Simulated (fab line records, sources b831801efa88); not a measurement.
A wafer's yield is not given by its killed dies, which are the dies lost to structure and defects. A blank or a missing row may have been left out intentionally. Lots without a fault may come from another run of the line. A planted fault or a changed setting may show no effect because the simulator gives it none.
fab line records	flow sky130
record: lots: 13	wafers: 38	last-day: 49
route steps=708 shown LI_CONTACT@383
lots with no fault: from the same line, run without faults
start-h: the number of hours between the record's first day and the start of the first shown wafer of the lot	wait-h: hours from the lot's prior step to this one	" identical to the entry in the row above	L1.1+2: a row that stands for several wafers	- no value present, or no start provided	* or withheld: withheld	< > ~ a bound
route shown NAME@n: a module of which the file shows steps, and the number in the route of the first	usual: average and standard deviation across the fault-free wafers	same: alike in all rows	chamber/n: place in a boat	sites: the reading at each site	_std_site: how widely they spread, as a standard deviation	_edge_site: mean of outer sites minus mean of inner sites	radius-mm: for every site, how far away it sits from the centre of the wafer	mask NAME#n: copy n	behind: tool/chamber where the wafer was last shaped	hold: why the lot went on hold/how many hours it stayed there/how the hold came to an end	device: which transistor (n, p or np) failed to switch	end of line: the route-end tests of the same wafers	a step without rows: its recipe alone	killed: count of dies lost to structure and defects at first sort (not the wafer's yield)	map: a wafer's dies, x killed, . not, _ none there
set.NAME: the run value of the setting; set.NAME@STEP: its run value at that earlier step	model.NAME: the simulator's own value behind a step, which no gauge read
the route's steps for a sample of lots (tables are steps, rows are wafers)
services: the hour from which a tool's chamber was out of use, counted from the record's first day as start-h (under 0 if before that day), plus the number of hours and why
== steps ==
step: SKY_LI_CONTACT_CVD_21
recipe: material: W	target-thk-nm: 400	time-s: 120.56	temp-c: 400	pressure-torr: 40
usual: chamber-pressure-Torr: 40.01/0.096	heater-power-outer-w: 485/48	heater-power-w: 798/75	susceptor-temp-C: 400.00/0.22
lot.wafer	tool	chamber	start-h	wait-h	chamber-pressure-Torr	heater-power-outer-w	heater-power-w	susceptor-temp-C
L498.1	cvd-w-01	0	675.19	0.0	39.93	410	684	399.97
L498.4	"	0	"	"	40.01	400	689	400.14
L498.6	"	1	"	"	40.08	483	785	399.88
L499.4	cvd-w-02	0	681.16	0.1	39.83	513	860	399.92
L499.5	"	0	"	"	39.97	519	841	400.26
L499.6	"	1	"	"	39.96	522	849	399.88
L500.1	cvd-w-01	0	687.12	0.0	40.07	406	659	399.85
L500.3	"	0	"	"	40.08	419	685	399.92
L500.6	"	1	"	"	40.00	478	800	399.99
L501.1	cvd-w-02	0	691.22	0.0	39.96	510	843	400.02
L501.3	"	0	"	"	39.91	523	842	399.75
L501.5	"	0	"	"	39.87	507	865	400.13
L503.2	cvd-w-02	1	717.92	0.0	40.19	534	863	400.13
L503.3	"	1	"	"	40.21	529	854	399.96
L503.6	"	0	"	"	40.00	529	847	400.34
L504.1	cvd-w-02	0	728.44	0.0	40.12	493	896	399.72
L504.2	"	1	"	"	40.16	525	877	400.03
L504.5	"	0	"	"	40.14	515	852	399.56
L505.3	cvd-w-01	1	735.56	0.1	40.07	482	801	399.56
L505.4	"	0	"	"	39.98	407	691	399.69
L505.5	"	1	"	"	40.03	488	801	399.57
L506.1	cvd-w-02	1	739.57	0.0	40.06	528	856	399.91
L506.3	"	1	"	"	40.06	533	866	399.52
L506.4	"	0	"	"	39.92	504	887	400.19
L508.2	cvd-w-01	1	761.32	0.0	39.98	487	776	400.54
L508.3	"	1	"	"	40.02	475	787	400.15
L508.5	"	0	"	"	40.08	411	676	399.91
L509.2	cvd-w-01	1	767.78	0.0	39.96	478	806	399.77
L509.4	"	1	"	"	39.85	486	788	399.68
L509.5	"	1	"	"	40.07	488	783	400.04
L511.1	cvd-w-01	0	793.87	0.0	40.06	407	689	400.05
L511.3	"	1	"	"	40.02	485	790	399.75
L511.5	"	0	"	"	40.15	400	666	399.71
L516.4	cvd-w-02	0	822.92	0.1	39.98	519	866	400.07
L516.6	"	0	"	"	40.09	524	867	399.82
L518.1	cvd-w-02	1	828.89	0.0	40.08	543	862	400.24
L518.2	"	1	"	"	39.99	526	852	399.94
L518.6	"	1	"	"	39.95	537	863	400.04
step: SKY_LI_CONTACT_RS_MEAS_22
recipe: thk-meas-gauge: four-point-probe	reads: W_of_LI_CONTACT_CVD_21+TiN_of_LI_CONTACT_SPUTTER_20+Ti_of_LI_CONTACT_SPUTTER_19
usual: LI_CONTACT_W_RS: 0.2846/0.0027
lot.wafer	tool	chamber	start-h	wait-h	LI_CONTACT_W_RS[ohm/sq]
L498.1	film-metro-02	-	675.32	0.1	0.2856
L498.4	"	-	"	"	0.2820
L498.6	"	-	"	"	0.2879
L499.4	film-metro-03	-	681.31	0.1	0.2857
L499.5	"	-	"	"	0.2839
L499.6	"	-	"	"	0.2863
L500.1	film-metro-04	-	687.25	0.1	0.2883
L500.3	"	-	"	"	0.2862
L500.6	"	-	"	"	0.2874
L501.1	film-metro-03	-	691.35	0.1	0.2825
L501.3	"	-	"	"	0.2866
L501.5	"	-	"	"	0.2863
L503.2	film-metro-02	-	718.07	0.1	0.2879
L503.3	"	-	"	"	0.2846
L503.6	"	-	"	"	0.2845
L504.1	film-metro-02	-	728.56	0.1	0.2856
L504.2	"	-	"	"	0.2845
L504.5	"	-	"	"	0.2815
L505.3	film-metro-03	-	735.69	0.1	0.2803
L505.4	"	-	"	"	0.2797
L505.5	"	-	"	"	0.2844
L506.1	film-metro-04	-	739.70	0.1	0.2840
L506.3	"	-	"	"	0.2827
L506.4	"	-	"	"	0.2819
L508.2	film-metro-03	-	761.47	0.1	0.2835
L508.3	"	-	"	"	0.2843
L508.5	"	-	"	"	0.2826
L509.2	film-metro-04	-	767.93	0.1	0.2860
L509.4	"	-	"	"	0.2817
L509.5	"	-	"	"	0.2831
L511.1	film-metro-03	-	794.00	0.1	0.2778
L511.3	"	-	"	"	0.2839
L511.5	"	-	"	"	0.2782
L516.4	film-metro-03	-	823.06	0.1	0.2094
L516.6	"	-	"	"	0.2114
L518.1	film-metro-04	-	829.14	0.2	0.2879
L518.2	"	-	"	"	0.2873
L518.6	"	-	"	"	0.2117
step: SKY_LI_CONTACT_THK_MEAS_23
recipe: thk-meas-gauge: xrf	reads: W_of_LI_CONTACT_CVD_21
usual: LI_CONTACT_W_THK: 400/4.7
lot.wafer	tool	chamber	start-h	wait-h	LI_CONTACT_W_THK[nm]
L498.1	film-metro-02	-	675.44	0.1	398
L498.4	"	-	"	"	402
L498.6	"	-	"	"	396
L499.4	film-metro-03	-	681.40	0.1	403
L499.5	"	-	"	"	403
L499.6	"	-	"	"	403
L500.1	film-metro-04	-	687.37	0.1	399
L500.3	"	-	"	"	403
L500.6	"	-	"	"	397
L501.1	film-metro-03	-	691.47	0.1	408
L501.3	"	-	"	"	401
L501.5	"	-	"	"	401
L503.2	film-metro-02	-	718.18	0.1	399
L503.3	"	-	"	"	402
L503.6	"	-	"	"	405
L504.1	film-metro-02	-	728.68	0.1	394
L504.2	"	-	"	"	396
L504.5	"	-	"	"	401
L505.3	film-metro-03	-	735.79	0.1	404
L505.4	"	-	"	"	407
L505.5	"	-	"	"	400
L506.1	film-metro-04	-	739.82	0.1	403
L506.3	"	-	"	"	405
L506.4	"	-	"	"	406
L508.2	film-metro-03	-	761.58	0.1	405
L508.3	"	-	"	"	402
L508.5	"	-	"	"	403
L509.2	film-metro-04	-	768.04	0.1	405
L509.4	"	-	"	"	408
L509.5	"	-	"	"	406
L511.1	film-metro-03	-	794.12	0.1	410
L511.3	"	-	"	"	398
L511.5	"	-	"	"	406
L516.4	film-metro-03	-	823.15	0.1	539
L516.6	"	-	"	"	531
L518.1	film-metro-04	-	829.26	0.1	396
L518.2	"	-	"	"	398
L518.6	"	-	"	"	536
step: SKY_LI_CONTACT_CMP_24
recipe: stop-on: PSG	t-overpolish-s: 20	down-force-psi: 3.5	platen-rpm: 60	target-thk-nm: 0	pad-velocity-m-s: 0.94248
usual: head-pressure-psi: 3.497/0.0083	motor-current-A: 11.1/1.3	time-to-endpoint-s: 97.9/2.8
lot.wafer	tool	chamber	start-h	wait-h	head-pressure-psi	motor-current-A	time-to-endpoint-s
L498.4	cmp-01	2	675.50	0.0	3.495	9.1	94.8
L498.1	"	0	"	"	3.512	11.6	97.8
L498.6	"	3	"	"	3.482	12.4	95.3
L499.4	cmp-01	2	681.43	0.0	3.481	9.1	93.7
L499.6	"	2	"	"	3.495	8.9	93.6
L499.5	"	3	"	"	3.488	12.6	94.4
L500.1	cmp-02	0	687.53	0.1	3.509	10.8	98.8
L500.3	"	1	"	"	3.493	9.9	101.1
L500.6	"	3	"	"	3.501	9.5	97.1
L501.1	cmp-02	1	691.53	0.1	3.499	10.9	96.0
L501.3	"	0	"	"	3.504	11.1	95.9
L501.5	"	1	"	"	3.497	11.3	98.6
L503.2	cmp-02	3	718.23	0.0	3.503	9.8	99.1
L503.3	"	0	"	"	3.485	10.4	97.9
L503.6	"	0	"	"	3.492	10.8	98.6
L504.1	cmp-01	2	728.79	0.1	3.512	9.2	97.1
L504.2	"	3	"	"	3.504	12.7	98.1
L504.5	"	2	"	"	3.496	9.0	101.7
L505.4	cmp-02	1	735.83	0.0	3.502	9.8	105.5
L505.3	"	2	"	"	3.498	12.1	101.1
L505.5	"	1	"	"	3.502	9.9	100.3
L506.4	cmp-01	2	739.88	0.0	3.510	8.7	97.4
L506.3	"	3	"	"	3.497	12.6	96.8
L506.1	"	1	"	"	3.501	11.7	93.9
L508.2	cmp-02	3	761.63	0.0	3.493	9.8	103.6
L508.3	"	1	"	"	3.491	10.5	98.2
L508.5	"	0	"	"	3.489	11.3	99.7
L509.2	cmp-02	3	768.23	0.2	3.489	9.5	97.7
L509.4	"	0	"	"	3.502	11.2	93.3
L509.5	"	2	"	"	3.498	12.8	96.2
L511.3	cmp-01	3	794.23	0.1	3.492	12.9	96.3
L511.1	"	0	"	"	3.509	11.5	99.6
L511.5	"	3	"	"	3.495	12.5	101.1
L516.4	cmp-01	0	823.33	0.2	3.514	12.0	131.6
L516.6	"	1	"	"	3.498	12.3	128.3
L518.1	cmp-02	3	829.32	0.1	3.503	9.7	98.4
L518.2	"	0	"	"	3.492	10.5	96.2
L518.6	"	0	"	"	3.501	10.1	129.3
== services ==
tool	chamber	start-h	hours	kind
cvd-w-02	-	672.68	3.0	repair
cmp-02	-	675.39	5.4	repair
cmp-02	-	683.23	1.7	repair
cvd-w-01	-	726.75	3.4	repair
cmp-02	-	730.19	0.9	repair
cvd-w-01	0	743.82	3.3	repair
cmp-02	-	744.00	4.0	pm
cmp-02	-	748.00	-	consumable-replace:conditioner
cmp-02	-	748.00	-	consumable-replace:pad
cmp-02	-	751.82	7.6	pm
cvd-w-01	-	775.39	1.0	repair
cmp-01	-	786.15	4.3	repair
cvd-w-02	0	824.55	8.5	repair
cmp-01	-	826.63	3.8	pm
== key ==
first-sign: step: SKY_LI_CONTACT_RS_MEAS_22	reading: LI_CONTACT_W_RS	direction: down	sigmas: 27	usual: 0.2846	struck: 0.2108
effect: step: SKY_LI_CONTACT_THK_MEAS_23	reading: LI_CONTACT_W_THK	direction: up	sigmas: 29	usual: 400	struck: 535
effect: step: SKY_LI_CONTACT_CMP_24	reading: time-to-endpoint-s	direction: up	sigmas: 11	usual: *	struck: *
met-at SKY_LI_CONTACT_CVD_21
struck-lots L516,L518
struck-wafers L516.4,L516.6,L518.6
tester-left-out L516,L518
onset-between 739.57 822.92
fault: kind: process-parameter-drift	tool: cvd-w-02	chamber: -	onset-h: 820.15	steps: SKY_LI_CONTACT_CVD_21	channel: target-thk-nm	offset: 139.87	shape: step	end-h: 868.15	scope: struck-wafers-only	acts-in: these-recipes-only	stated: 400
tester-left-out: of these lots the tester's yield and bins aren't shown, on N5 and GAA mostly nor the transistor test; their killed dies are dies lost to structure and defects alone, not to doping, threshold or leakage, so they don't give the yield
